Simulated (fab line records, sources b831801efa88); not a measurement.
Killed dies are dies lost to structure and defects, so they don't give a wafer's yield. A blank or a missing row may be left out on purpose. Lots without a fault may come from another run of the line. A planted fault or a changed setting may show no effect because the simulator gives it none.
Which tool did it? | flow gf180mcu | 6 lots, 18 wafers sampled, at 2 steps of a route of 602

WHAT THE GAUGES READ, wafer by wafer
GF_NWELL_OVL_MEAS_07.
lot  | measured    | on         | NWELL_OVL (nm)
L496 | day 3 13:04 | overlay-02 | 2.8 2.2 1.3
L498 | day 3 23:07 | overlay-02 | 0.5 1.4 1.9
L500 | day 4 11:57 | overlay-01 | 0.7 3.3 1.9
L502 | day 4 20:58 | overlay-01 | 0.0 -0.6 -1.4
L506 | day 6 05:58 | overlay-01 | - - -
L515 | day 7 20:40 | overlay-01 | -2.2 -0.4 0.2

WHICH TOOL RAN EACH LOT (tool, then ch and the chambers of the sampled wafers, then the start)
lot  | GF_NWELL_EXPOSE_04
L496 | iline_stepper-02 ch 0, day 3 06:50
L498 | iline_stepper-01 ch 0, day 3 16:23
L500 | iline_stepper-02 ch 0, day 4 05:48
L502 | iline_stepper-01 ch 0, day 4 14:33
L506 | iline_stepper-01 ch 0, day 5 22:44
L515 | iline_stepper-01 ch 0, day 7 12:34
- GF_NWELL_EXPOSE_04: exposes mask Nwell, target cd 860 nm.

THE ANSWER, worked out from the rows above alone
Rule: what is usual is taken from the lots themselves. Put in order of their means at a reading, lots are off if they are a third of the lots or fewer, leave a main group of 4 or more, and stand apart from it by a gap of 3 or more times the standard deviation of the main group's means; of several such gaps the widest counts. A main group whose means are all the same, to the digits that the tables above print for the reading, isn't used. A lot without any number at a reading at which 4 lots or more have one is off too. The other lots that the step has rows for count as sound.
Off: L506, at GF_NWELL_OVL_MEAS_07 (NWELL_OVL). Without a number there: L506. The main group: mean 0.8 nm, standard deviation 1.3.
A tool fits if, at a process step before that reading, it ran every lot that is off, and no sound lot after the first of them. The gauges at GF_NWELL_OVL_MEAS_07 are tried like those tools. None of those tried fits.

WHAT THE SIMULATOR HAD PUT IN
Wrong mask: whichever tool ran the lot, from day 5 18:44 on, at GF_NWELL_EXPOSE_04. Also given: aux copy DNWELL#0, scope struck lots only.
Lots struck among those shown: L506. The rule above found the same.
